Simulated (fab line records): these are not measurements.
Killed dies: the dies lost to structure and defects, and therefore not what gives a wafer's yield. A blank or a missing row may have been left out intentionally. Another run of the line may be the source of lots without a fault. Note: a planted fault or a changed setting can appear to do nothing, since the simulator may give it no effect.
Chamber matching / flow gf180mcu / GF_V5_ETCH_16 on rie-diel-01: 4 sister chambers
The step etches BARC in N2/H2. 4 wafers are shown with their chamber, then 7 later ones without.

== WAFERS WITH THEIR CHAMBER ==
wafer=L372.3; chamber=3; throttle-valve-pct (%)=13.223
wafer=L381.3; chamber=1; throttle-valve-pct (%)=13.226
wafer=L385.1; chamber=0; throttle-valve-pct (%)=13.237
wafer=L385.2; chamber=2; throttle-valve-pct (%)=13.218

== WAFERS WHOSE CHAMBER IS MISSING ==
wafer=L385.5; throttle-valve-pct (%)=13.222
wafer=L387.2; throttle-valve-pct (%)=13.229
wafer=L387.3; throttle-valve-pct (%)=13.209
wafer=L387.6; throttle-valve-pct (%)=13.224
wafer=L390.1; throttle-valve-pct (%)=13.236
wafer=L390.3; throttle-valve-pct (%)=13.238
wafer=L390.5; throttle-valve-pct (%)=13.223

== WHICH CHAMBER EACH WENT THROUGH ==
wafer=L385.5; from the rows above=can't be placed: 3 or 2 or 1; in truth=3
wafer=L387.2; from the rows above=can't be placed: 1 or 3 or 0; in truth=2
wafer=L387.3; from the rows above=can't be placed: 2 or 3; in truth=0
wafer=L387.6; from the rows above=can't be placed: 3 or 1 or 2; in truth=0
wafer=L390.1; from the rows above=0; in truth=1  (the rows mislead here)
wafer=L390.3; from the rows above=0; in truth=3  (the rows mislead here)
wafer=L390.5; from the rows above=can't be placed: 3 or 1 or 2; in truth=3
Placed correctly: 0 of 7. These rows do not allow placing 5 (true chamber among the candidates in 2). Number placed wrongly: 2.
How it was worked out, from the rows above alone: a wafer's distance from a chamber is the root of the sum, over the readings, of the square of ((its reading less the chamber's mean) divided by the reading's scatter). If the next closest chamber is less than 2 further off than the closest, the wafer can't be placed; otherwise it belongs to the closest. For every chamber, the mean is computed from those of its wafers that are shown. The scatter (one wafer shown for each chamber): square how far every hidden wafer sits from the nearest shown wafer, average those squares and take the square root.
